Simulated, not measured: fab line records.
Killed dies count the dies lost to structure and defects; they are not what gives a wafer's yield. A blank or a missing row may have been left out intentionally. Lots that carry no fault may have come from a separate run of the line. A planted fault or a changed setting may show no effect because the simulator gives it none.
Matching of chambers	flow sky130	4 sister chambers for SKY_VIA3_CMP_02 on cmp-01
The step polishes SiO2. 4 wafers are shown with their chamber, then 12 later ones without.

== EACH WAFER AND ITS CHAMBER ==
wafer	chamber	motor_current_A (A)
L083.4	1	12.4
L085.1	0	11.9
L085.2	3	15.2
L085.3	2	13.3

== WAFERS WITHOUT THEIR CHAMBER ==
wafer	motor_current_A (A)
L092.1	14.4
L092.2	12.2
L092.5	13.1
L095.1	11.8
L095.4	11.8
L095.6	14.9
L096.1	12.0
L096.3	13.8
L096.6	12.3
L097.2	12.1
L097.4	12.6
L097.6	11.1

== EACH ONE'S CHAMBER ==
wafer	from the rows above	in truth
L092.1	can't be placed: 3 or 2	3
L092.2	can't be placed: 1 or 0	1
L092.5	can't be placed: 2 or 1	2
L095.1	can't be placed: 0 or 1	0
L095.4	can't be placed: 0 or 1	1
L095.6	3	3
L096.1	can't be placed: 0 or 1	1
L096.3	2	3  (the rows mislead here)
L096.6	can't be placed: 1 or 0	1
L097.2	can't be placed: 0 or 1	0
L097.4	can't be placed: 1 or 0 or 2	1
L097.6	can't be placed: 0 or 1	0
Placed correctly: 1 of 12. Unplaceable from these rows: 10, with the true chamber sitting among the candidates in 10. Number placed wrongly: 1.
How it was worked out, from the rows above alone: a wafer's distance from a chamber is the root of the sum, over the readings, of the square of ((its reading less the chamber's mean) divided by the reading's scatter). The wafer belongs to the nearest chamber; if the next one is less than 2 further off, it can't be placed. A chamber's mean is the mean of its shown wafers. The scatter (one wafer shown for each chamber): square how far every hidden wafer sits from the nearest shown wafer, average those squares and take the square root.
